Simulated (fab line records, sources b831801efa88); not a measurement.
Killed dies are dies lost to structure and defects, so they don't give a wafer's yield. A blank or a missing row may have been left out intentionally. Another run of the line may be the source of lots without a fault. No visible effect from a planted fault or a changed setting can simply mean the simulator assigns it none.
fab line records | flow sky130
[record] lots = 6 wafers = 18 lastDay = 49
route steps=708 shown FIELD_ISO@16 PAD_OPEN@708
lots that met no fault: from a run of the same line without faults
startH: hours from the record's first day to the start of the lot's first wafer shown | waitH: hours from the lot's prior step to this one | " unchanged from the row above | L1.1+2: several wafers, shown together as one row | - no value, or no start given | * or withheld: withheld | < > ~ a bound
route shown NAME@n: NAME is a module with steps in the file, n the number in the route of the first one | usual: the fault-free wafers' mean and standard deviation | same: alike in all rows | chamber/n: place in a boat | sites: per-site readings | _std_site: standard deviation across them | _edge_site: inner sites' mean taken away from outer sites' mean | radiusMm: how far each site lies from the wafer's centre | mask NAME#n: copy n | behind: tool/chamber where the wafer was last shaped | hold: what put the lot on hold/how long, in hours/how the hold closed | device: whichever transistor did not switch (one of n, p or np) | end of line: tests run on the same wafers once the route is complete | for a step that has no rows: nothing shown but its recipe | killed: not the wafer's yield, but the dies lost to structure and defects at the first sort | map: shows each die of a wafer: x if killed, . if not, _ if none is there
set.NAME: the setting the step ran with; set.NAME@STEP: the setting that earlier step ran with | model.NAME: the simulator's own value behind a step, which no gauge read
lots at some steps of the route; a table a step, a row a wafer
services: a tool's chamber out of use, with start hour (startH, from the record's first day; less than 0 if before it), hours out, and reason
[[steps]]
[step SKY_FIELD_ISO_ETCH_15]
[recipe] chemistry = CHF3/O2 targetDepthNm = 180 stopOn = Si sourceW = 600 biasW = 200 pressureMtorr = 40 chf3FlowSccm = 50 O2_flow_sccm = 5 timeS = 72
[usual] biasW = 200.0/0.58 drypumpMotorCurrentA = 5.7/0.48 oesProductAu = 0.945/0.0066 throttleValvePct = 8.844/0.0094
[same] timeS = 72
// columns lot.wafer tool chamber startH waitH biasW drypumpMotorCurrentA oesProductAu rfHoursCounterH throttleValvePct
L646.4 rieDiel-04 2 38.58 0.0 200.8 6.2 0.942 - 8.849
L646.5 " 3 " " 199.1 5.8 0.940 - 8.842
L646.6 " 1 " " 199.6 4.7 0.936 - 8.850
L647.3 rieDiel-02 2 44.96 0.0 199.9 6.5 0.947 148 8.822
L647.5 " 2 " " 199.1 6.5 0.952 - 8.845
L647.6 " 3 " " 198.9 5.6 0.951 - 8.839
L658.2 rieDiel-03 1 101.71 0.0 200.1 5.5 0.948 101 8.842
L658.4 " 1 " " 199.9 5.5 0.941 - 8.849
L658.6 " 3 " " 200.1 5.7 0.949 - 8.832
L659.1 rieDiel-02 1 107.53 0.0 200.1 5.5 0.936 0 8.851
L659.4 " 0 " " 200.0 5.5 0.929 7 8.844
L659.5 " 2 " " 200.6 6.6 0.940 - 8.865
L661.2 rieDiel-02 2 117.30 0.0 199.1 6.5 0.943 150 8.837
L661.4 " 3 " " 200.5 5.6 0.948 6 8.858
L661.5 " 1 " " 199.0 5.5 0.941 - 8.836
L664.3 rieDiel-04 3 133.30 0.0 199.8 5.8 0.940 122 8.845
L664.5 " 0 " " 199.6 6.3 0.944 - 8.824
L664.6 " 2 " " 199.9 6.2 0.936 - 8.850
[step SKY_FIELD_ISO_STRIP_16]
[recipe] chemistry = O2/N2 powerW = 1400 pressureMtorr = 1500 platenTempC = withheld o2FlowSccm = 3000 n2FlowSccm = 300 overashFraction = 0.5
[usual] drypumpMotorCurrentA = 5.7/0.49 oesProductAu = 0.379/0.0045 stripTimeToEndpointS = 3.56/0.033
// columns lot.wafer tool chamber startH waitH drypumpMotorCurrentA oesProductAu rfHoursCounterH stripTimeToEndpointS
L646.4 plasmaAsher-02 1 38.64 0.0 6.0 0.372 - 3.55
L646.5 " 1 " " 5.9 0.374 - 3.51
L646.6 " 0 " " 6.4 0.375 - 3.60
L647.3 plasmaAsher-01 0 45.05 0.1 5.7 0.379 - 3.55
L647.5 " 0 " " 5.7 0.376 - 3.58
L647.6 " 1 " " 5.0 0.381 - 3.60
L658.2 plasmaAsher-01 1 101.77 0.0 5.0 0.383 29 3.58
L658.4 " 1 " " 5.0 0.379 - 3.55
L658.6 " 0 " " 5.6 0.377 - 3.56
L659.1 plasmaAsher-01 1 107.59 0.0 5.0 0.379 30 3.53
L659.4 " 0 " " 5.6 0.384 - 3.59
L659.5 " 0 " " 5.7 0.381 - 3.61
L661.2 plasmaAsher-01 0 117.36 0.0 5.7 0.378 31 3.57
L661.4 " 1 " " 5.0 0.378 - 3.57
L661.5 " 0 " " 5.7 0.380 - 3.49
L664.3 plasmaAsher-01 1 133.39 0.1 5.0 0.386 - 3.54
L664.5 " 1 " " 5.0 0.386 - 3.62
L664.6 " 0 " " 5.7 0.381 - 3.61
[step SKY_FIELD_ISO_ETCH_17]
[recipe] targetDepthA = 3420 maskMaterial = Si3N4 chemistry = HBr/Cl2/O2 target = Si taperDeg = 5 icpW = 600 biasW = 150 pressureMtorr = 15 HBr_flow_sccm = 150 Cl2_flow_sccm = 40 O2_flow_sccm = 6 timeS = 97.7
[usual] HBr_flow_sccm = 150.0/0.46 biasW = 150.0/0.44 drypumpMotorCurrentA = 5.6/0.54 oesProductAu = 1.001/0.0081 throttleValvePct = 25.657/0.011
[same] timeS = 97.7
// columns lot.wafer tool chamber startH waitH HBr_flow_sccm biasW drypumpMotorCurrentA oesProductAu rfHoursCounterH throttleValvePct
L646.4 rieSi-02 2 38.71 0.0 150.2 149.5 4.9 1.006 76 25.654
L646.5 " 3 " " 149.2 150.2 5.7 0.999 - 25.653
L646.6 " 2 " " 149.8 150.0 4.9 1.011 - 25.666
L647.3 rieSi-01 1 45.12 0.0 150.3 149.7 5.4 1.013 2 25.630
L647.5 " 0 " " 150.1 148.8 5.6 1.005 - 25.659
L647.6 " 1 " " 150.2 150.5 5.4 1.016 - 25.640
L658.2 rieSi-02 2 101.87 0.1 149.5 150.4 4.9 1.000 76 25.641
L658.4 " 0 " " 150.3 149.5 6.4 0.992 66 25.678
L658.6 " 0 " " 150.4 149.6 6.5 1.006 - 25.652
L659.1 rieSi-01 2 107.69 0.1 150.0 149.9 6.0 0.997 105 25.680
L659.4 " 1 " " 149.5 150.0 5.4 0.999 3 25.647
L659.5 " 0 " " 150.2 150.5 5.6 1.015 - 25.652
L661.2 rieSi-02 1 117.46 0.1 149.7 150.7 6.4 0.998 111 25.647
L661.4 " 0 " " 149.8 150.1 6.4 1.000 66 25.648
L661.5 " 0 " " 149.8 150.2 6.4 0.994 - 25.677
L664.3 rieSi-01 3 133.46 0.0 149.5 150.2 4.9 0.982 32 25.666
L664.5 " 2 " " 149.3 150.3 5.9 0.982 - 25.673
L664.6 " 3 " " 150.5 150.3 4.9 0.977 - 25.675
[step SKY_FIELD_ISO_WET_ETCH_18]
[recipe] chemistry = H3PO4 targetDepthNm = 25 tempC = 160 target = Si3N4 timeS = 286
[step SKY_FIELD_ISO_CLEAN_19]
[recipe] chemistry = SC1/SC2 mix = 1:4:20 tempC = 70 timeS = 150
[step SKY_FIELD_ISO_CLEAN_20]
[recipe] chemistry = dHF timeS = 20 dilution = 100:1
[step SKY_FIELD_ISO_WET_ETCH_21]
[recipe] chemistry = dHF dilution = 100:1 targetDepthNm = 20 dry = ipaMarangoni target = SiO2 tempC = 25 timeS = 400
[step SKY_FIELD_ISO_OXIDATION_22]
[recipe] tempC = 950 ambient = O2 stabiliseS = 600 purgeS = 300 targetThkA = 100 oxTimeS = 623
[step SKY_FIELD_ISO_THK_MEAS_23]
[recipe] reads = SiO2_of_FIELD_ISO_OXIDATION_22
[usual] FIELD_ISO_OXIDATION_01_THK = 9.87/0.21
// columns lot.wafer tool chamber startH waitH FIELD_ISO_OXIDATION_01_THK[nm]
L646.4 filmMetro-03 - 40.46 0.0 9.58
L646.5 " - " " 9.69
L646.6 " - " " 9.55
L647.3 filmMetro-01 - 46.70 0.0 9.63
L647.5 " - " " 9.66
L647.6 " - " " 9.61
L658.2 filmMetro-01 - 103.41 0.0 9.49
L658.4 " - " " 9.70
L658.6 " - " " 9.72
L659.1 filmMetro-01 - 109.42 0.0 9.63
L659.4 " - " " 9.91
L659.5 " - " " 9.89
L661.2 filmMetro-04 - 119.09 0.0 9.90
L661.4 " - " " 9.89
L661.5 " - " " 9.86
L664.3 filmMetro-01 - 135.77 0.0 10.12
L664.5 " - " " 9.97
L664.6 " - " " 9.87
[step SKY_FIELD_ISO_CVD_24]
[recipe] material = SiO2 targetThkNm = 595 tempC = 650 sigmaOpenFrac = 0.3 timeS = 99.2 sih4FlowSccm = 60 pressureMtorr = 6
[step SKY_FIELD_ISO_THK_MEAS_25]
[recipe] reads = SiO2_of_FIELD_ISO_CVD_24
[usual] FIELD_ISO_CVD_24_THK = 592/5
// columns lot.wafer tool chamber startH waitH FIELD_ISO_CVD_24_THK[nm]
L646.4 filmMetro-01 - 40.60 0.0 583
L646.5 " - " " 588
L646.6 " - " " 584
L647.3 filmMetro-04 - 46.83 0.1 589
L647.5 " - " " 588
L647.6 " - " " 591
L658.2 filmMetro-04 - 103.54 0.0 593
L658.4 " - " " 595
L658.6 " - " " 582
L659.1 filmMetro-01 - 109.55 0.0 590
L659.4 " - " " 586
L659.5 " - " " 586
L661.2 filmMetro-03 - 119.22 0.0 593
L661.4 " - " " 592
L661.5 " - " " 593
L664.3 filmMetro-04 - 135.90 0.1 598
L664.5 " - " " 609
L664.6 " - " " 597
[step SKY_FIELD_ISO_ANNEAL_26]
[recipe] tempC = 1000 timeS = 1800 ambient = N2
[step SKY_FIELD_ISO_CMP_27]
[recipe] stopOn = Si3N4 tOverpolishS = 16 downForcePsi = 4 platenRpm = 60 targetThkNm = 457.8 padVelocityMS = 0.94248
[usual] edgeZonePressureFrac = 1.000/0.0047 headPressurePsi = 4.001/0.0087 motorCurrentA = 13.0/1.1 overpolishRunS = 15.999/0.0092 timeToEndpointS = 111/4.5
// columns lot.wafer tool chamber startH waitH edgeZonePressureFrac headPressurePsi motorCurrentA overpolishRunS timeToEndpointS model.SiO2_of_FIELD_ISO_CVD_24.thkNm
L646.4 cmp-01 2 43.23 0.1 1.005 4.009 12.4 16.000 114 457.7
L646.5 " 0 " " 0.993 4.010 13.6 15.998 117 459.1
L646.6 " 1 " " 0.998 3.993 14.7 16.011 120 458.8
L647.3 cmp-01 1 48.37 0.0 0.998 3.993 14.5 16.001 120 458.2
L647.5 " 1 " " 1.002 4.000 14.9 15.989 121 458.5
L647.6 " 2 " " 0.997 4.009 11.9 15.979 116 456.6
L658.2 cmp-01 3 106.30 0.1 - - - - - 593
L658.4 " 1 " " - - - - - 595.5
L658.6 " 3 " " - - - - - 582.6
L659.4 cmp-01 0 111.11 0.0 - - - - - 585.9
L659.1 " 1 " " - - - - - 590
L659.5 " 0 " " - - - - - 587
L661.2 cmp-01 1 120.82 0.1 0.991 4.013 14.8 16.000 114 459.2
L661.4 " 3 " " 1.001 3.982 12.9 16.003 108 455
L661.5 " 1 " " 0.993 4.008 14.1 16.017 114 458
L664.3 cmp-02 1 138.50 0.1 1.002 4.002 13.0 15.996 111 457.8
L664.5 " 0 " " 1.001 4.003 12.4 16.006 112 457.7
L664.6 " 1 " " 1.004 3.993 13.5 16.002 109 457.3
[step SKY_FIELD_ISO_WET_ETCH_28]
[recipe] chemistry = dHF targetDepthNm = 23.7 target = SiO2 dilution = 10:1 tempC = 25 timeS = 47
[step SKY_FIELD_ISO_WET_ETCH_29]
[recipe] chemistry = H3PO4 targetDepthNm = 160 target = Si3N4 tempC = 160 timeS = 1825
[step SKY_FIELD_ISO_WET_ETCH_30]
[recipe] chemistry = dHF targetDepthNm = 25 target = SiO2 dilution = 10:1 tempC = 25 timeS = 50
[same] timeS = 50
// columns lot.wafer tool chamber startH waitH model.SiO2_of_FIELD_ISO_CVD_24.thkNm
L646.4 wetBench-02 2 43.99 0.0 405.8
L646.5 " 2 " " 407.1
L646.6 " 2 " " 406.7
L647.3 wetBench-02 0 49.21 0.0 405.7
L647.5 " 0 " " 406
L647.6 " 0 " " 403.8
L658.2 wetBench-02 2 107.09 0.0 539.9
L658.4 " 2 " " 542.4
L658.6 " 2 " " 529.3
L659.1 wetBench-02 3 111.95 0.0 537.2
L659.4 " 3 " " 533.2
L659.5 " 3 " " 534.1
L661.2 wetBench-01 0 121.61 0.0 406.7
L661.4 " 0 " " 402.2
L661.5 " 0 " " 405.3
L664.3 wetBench-02 2 139.29 0.0 405
L664.5 " 2 " " 405.1
L664.6 " 2 " " 404.5
[step SKY_PAD_OPEN_PROBE_99]
[usual] killed_at_M0_to_M3 = 44/6.9 killed_at_M4_up = 3.0/1.5 killedAtContacts = 24/5.2 killedAtFrontEnd = 15/4.1 killedAtOther = 0.4/0.62 killedDies = 87/9.6 killedOnRim = 17/3.8 killedOpen = 47/7 killedShort = 40/6.2
[same] grossDies = 492 killedAtBackSide = 0
// columns lot.wafer tool chamber startH waitH killed_at_M0_to_M3 killed_at_M4_up killedAtContacts killedAtFrontEnd killedAtOther killedDies killedOnRim killedOpen killedShort
L646.4 prober-01 - 1078.18 0.2 39 4 24 18 0 85 14 44 41
L646.5 prober-01 - 1078.23 0.2 61 5 20 10 0 96 15 54 42
L646.6 prober-01 - 1078.28 0.2 49 2 26 22 1 100 23 61 39
L647.3 prober-02 - 1083.69 0.2 40 4 30 17 0 91 19 50 40
L647.5 prober-02 - 1083.79 0.2 34 1 28 25 0 88 23 46 41
L647.6 prober-02 - 1083.84 0.2 48 1 24 13 0 86 13 40 46
L658.2 prober-01 - 1151.61 0.1 41 2 25 424 0 492 96 45 41
L658.4 prober-01 - 1151.71 0.2 51 3 12 426 0 492 96 45 38
L658.6 prober-01 - 1151.81 0.2 60 1 26 405 0 492 96 50 51
L659.1 prober-02 - 1155.47 0.1 41 7 26 417 1 492 96 42 52
L659.4 prober-02 - 1155.62 0.2 57 3 25 406 1 492 96 51 53
L659.5 prober-02 - 1155.67 0.2 44 4 25 419 0 492 96 37 46
L661.2 prober-01 - 1166.96 0.1 37 4 34 25 0 100 25 58 42
L661.4 prober-01 - 1167.06 0.2 50 5 30 25 0 110 24 57 53
L661.5 prober-01 - 1167.11 0.2 38 4 21 15 0 78 12 48 30
// killed by level:class
L646.4 VIA3:geometricParticle:open=9 CONTACT:geometricParticle:open=8 FIELD_ISO:geometricParticle:short=7 FIELD_ISO:geometricParticle:open=7 LI_CONTACT:geometricParticle:open=5 CONTACT:geometricParticle:short=5 VIA1:geometricParticle:open=5 METAL2:geometricParticle:short=5
L646.5 VIA2:geometricParticle:open=12 VIA1:geometricParticle:open=11 METAL2:geometricParticle:short=8 METAL1:geometricParticle:short=8 CONTACT:geometricParticle:open=8 LI_CONTACT:geometricParticle:open=5 VIA3:geometricParticle:open=5 LI_CONTACT:geometricParticle:short=4
L646.6 VIA1:geometricParticle:open=18 VIA3:geometricParticle:open=10 FIELD_ISO:geometricParticle:short=9 CONTACT:geometricParticle:open=9 LI_CONTACT:geometricParticle:short=6 LI_CONTACT:geometricParticle:open=6 VIA2:geometricParticle:open=6 FIELD_ISO:geometricParticle:open=5
L647.3 CONTACT:geometricParticle:open=10 LI_CONTACT:geometricParticle:open=9 VIA1:geometricParticle:open=9 FIELD_ISO:geometricParticle:open=6 METAL1:geometricParticle:short=6 VIA2:geometricParticle:open=6 VIA3:geometricParticle:open=5 VIA1:geometricParticle:short=5
L647.5 LI_CONTACT:geometricParticle:open=8 FIELD_ISO:geometricParticle:short=8 CONTACT:geometricParticle:open=8 VIA1:geometricParticle:open=8 FIELD_ISO:geometricParticle:open=7 VIA3:geometricParticle:open=7 LOCAL_INTERCONNECT:geometricParticle:short=6 METAL1:geometricParticle:short=4
L647.6 VIA1:geometricParticle:open=16 CONTACT:geometricParticle:open=8 METAL1:geometricParticle:short=7 LOCAL_INTERCONNECT:geometricParticle:short=7 FIELD_ISO:geometricParticle:short=5 CONTACT:geometricParticle:short=5 VIA2:geometricParticle:short=4 VIA3:geometricParticle:short=4
L658.2 FIELD_ISO:areaCmp=404 FIELD_ISO:geometricParticle:open=8 LOCAL_INTERCONNECT:geometricParticle:short=7 METAL1:geometricParticle:short=6 VIA1:geometricParticle:open=6 VIA3:geometricParticle:open=6 LI_CONTACT:geometricParticle:open=5 CONTACT:geometricParticle:open=5
L658.4 FIELD_ISO:areaCmp=409 VIA1:geometricParticle:open=13 VIA2:geometricParticle:short=9 VIA2:geometricParticle:open=7 FIELD_ISO:geometricParticle:open=6 CONTACT:geometricParticle:open=4 METAL1:geometricParticle:short=4 METAL2:geometricParticle:short=4
L658.6 FIELD_ISO:areaCmp=391 VIA1:geometricParticle:open=13 VIA2:geometricParticle:open=9 LI_CONTACT:geometricParticle:open=7 LOCAL_INTERCONNECT:geometricParticle:short=7 VIA1:geometricParticle:short=6 CONTACT:geometricParticle:short=6 METAL1:geometricParticle:short=6
L659.1 FIELD_ISO:areaCmp=398 CONTACT:geometricParticle:open=10 CONTACT:geometricParticle:short=9 VIA2:geometricParticle:short=7 METAL4:geometricParticle:short=7 METAL2:geometricParticle:short=6 VIA2:geometricParticle:open=6 LI_CONTACT:geometricParticle:open=5
L659.4 FIELD_ISO:areaCmp=388 CONTACT:geometricParticle:open=8 VIA2:geometricParticle:open=8 VIA2:geometricParticle:short=8 LI_CONTACT:geometricParticle:open=7 VIA1:geometricParticle:open=7 FIELD_ISO:geometricParticle:short=6 METAL1:geometricParticle:short=6
L659.5 FIELD_ISO:areaCmp=409 METAL1:geometricParticle:short=12 CONTACT:geometricParticle:open=11 METAL2:geometricParticle:short=6 VIA2:geometricParticle:open=5 LI_CONTACT:geometricParticle:open=4 CONTACT:geometricParticle:short=4 VIA1:geometricParticle:short=4
L661.2 CONTACT:geometricParticle:open=15 POLY_GATE:geometricParticle:open=9 LI_CONTACT:geometricParticle:open=7 FIELD_ISO:geometricParticle:open=6 CONTACT:geometricParticle:short=6 VIA1:geometricParticle:open=6 LOCAL_INTERCONNECT:geometricParticle:short=5 VIA2:geometricParticle:open=5
L661.4 VIA2:geometricParticle:open=10 CONTACT:geometricParticle:open=10 LOCAL_INTERCONNECT:geometricParticle:short=9 VIA1:geometricParticle:open=9 VIA3:geometricParticle:open=8 CONTACT:geometricParticle:short=7 FIELD_ISO:geometricParticle:open=6 POLY_GATE:geometricParticle:open=6
L661.5 CONTACT:geometricParticle:open=10 VIA3:geometricParticle:open=7 LI_CONTACT:geometricParticle:open=6 VIA2:geometricParticle:open=6 VIA1:geometricParticle:open=6 FIELD_ISO:geometricParticle:open=4 POLY_GATE:geometricParticle:short=4 FIELD_ISO:geometricParticle:short=3
// map L658.2 (x killed, . not)
__________xxxxxxxxxx_________
________xxxxxxxxxxxxxx_______
______xxxxxxxxxxxxxxxxxx_____
_____xxxxxxxxxxxxxxxxxxxx____
____xxxxxxxxxxxxxxxxxxxxxx___
___xxxxxxxxxxxxxxxxxxxxxxxx__
__xxxxxxxxxxxxxxxxxxxxxxxxxx_
_xxxxxxxxxxxxxxxxxxxxxxxxxxxx
_xxxxxxxxxxxxxxxxxxxxxxxxxxxx
_xxxxxxxxxxxxxxxxxxxxxxxxxxxx
_xxxxxxxxxxxxxxxxxxxxxxxxxxxx
_xxxxxxxxxxxxxxxxxxxxxxxxxxxx
_xxxxxxxxxxxxxxxxxxxxxxxxxxxx
_xxxxxxxxxxxxxxxxxxxxxxxxxxxx
_xxxxxxxxxxxxxxxxxxxxxxxxxxxx
__xxxxxxxxxxxxxxxxxxxxxxxxxx_
___xxxxxxxxxxxxxxxxxxxxxxxx__
____xxxxxxxxxxxxxxxxxxxxxx___
_____xxxxxxxxxxxxxxxxxxxx____
______xxxxxxxxxxxxxxxxxx_____
________xxxxxxxxxxxxxx_______
__________xxxxxxxxxx_________
// map L659.1 (x killed, . not)
__________xxxxxxxxxx_________
________xxxxxxxxxxxxxx_______
______xxxxxxxxxxxxxxxxxx_____
_____xxxxxxxxxxxxxxxxxxxx____
____xxxxxxxxxxxxxxxxxxxxxx___
___xxxxxxxxxxxxxxxxxxxxxxxx__
__xxxxxxxxxxxxxxxxxxxxxxxxxx_
_xxxxxxxxxxxxxxxxxxxxxxxxxxxx
_xxxxxxxxxxxxxxxxxxxxxxxxxxxx
_xxxxxxxxxxxxxxxxxxxxxxxxxxxx
_xxxxxxxxxxxxxxxxxxxxxxxxxxxx
_xxxxxxxxxxxxxxxxxxxxxxxxxxxx
_xxxxxxxxxxxxxxxxxxxxxxxxxxxx
_xxxxxxxxxxxxxxxxxxxxxxxxxxxx
_xxxxxxxxxxxxxxxxxxxxxxxxxxxx
__xxxxxxxxxxxxxxxxxxxxxxxxxx_
___xxxxxxxxxxxxxxxxxxxxxxxx__
____xxxxxxxxxxxxxxxxxxxxxx___
_____xxxxxxxxxxxxxxxxxxxx____
______xxxxxxxxxxxxxxxxxx_____
________xxxxxxxxxxxxxx_______
__________xxxxxxxxxx_________
[[services]]
// columns tool chamber startH hours kind
wetBench-02 - 17.68 2.0 repair
cmp-02 - 20.91 1.5 repair
cmp-01 - 21.20 0.3 repair
cmp-02 - 26.89 0.4 repair
wetBench-02 - 28.13 9.4 repair
rieSi-02 - 29.33 0.3 repair
rieSi-01 2 29.74 6.8 repair
rieDiel-04 0 35.93 63.6 repair
rieDiel-03 - 36.94 28.1 pm
cmp-02 - 44.75 2.6 repair
cmp-02 - 50.94 0.3 repair
cmp-02 - 62.56 0.6 repair
cmp-01 - 64.00 4.0 pm
cmp-01 - 66.35 2.6 repair
rieDiel-02 2 70.23 3.3 repair
rieDiel-03 0 75.32 38.4 repair
plasmaAsher-02 - 83.30 6.0 repair
cmp-02 - 103.47 6.7 repair
plasmaAsher-02 - 108.75 9.0 pm
cmp-02 - 110.74 2.1 repair
cmp-02 - 113.43 3.9 repair
rieSi-02 - 120.31 14.6 pm
rieDiel-02 0 122.34 4.5 repair
rieDiel-04 1 122.57 16.3 repair
[[key]]
[firstSign] step = SKY_FIELD_ISO_CMP_27 reading = toolRecord direction = missing
[effect] step = SKY_PAD_OPEN_PROBE_99 reading = killedAtFrontEnd direction = up sigmas = 98 usual = 15 struck = 416
[modelEffect] step = SKY_FIELD_ISO_CMP_27 value = SiO2_of_FIELD_ISO_CVD_24.thkNm without = 458 struck = 589
[modelEffect] step = SKY_FIELD_ISO_WET_ETCH_30 value = SiO2_of_FIELD_ISO_CVD_24.thkNm without = 405 struck = 536
[moreKillsBornAt] SKY_FIELD_ISO_CMP_27@cmp-01 = 2399
metAt SKY_FIELD_ISO_CMP_27
struckWafers L658.2,L658.4,L658.6,L659.1,L659.4,L659.5
laterRowsLeftOut L658.2,L658.4,L658.6,L659.1,L659.4,L659.5
testerLeftOut L658,L659
onsetBetween 48.37 106.30
[fault] kind = skippedStepWhole tool = cmp-01 chamber = - onsetH = 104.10 steps = SKY_FIELD_ISO_CMP_27 scope = struckLotsOnly
// testerLeftOut: of these lots the tester's yield and bins aren't shown, on N5 and GAA mostly nor the transistor test; their killed dies are dies lost to structure and defects alone, not to doping, threshold or leakage, so they don't give the yield
// laterRowsLeftOut: the simulator's readings of these wafers behind a module that went badly wrong aren't trusted and aren't shown, but for the sort
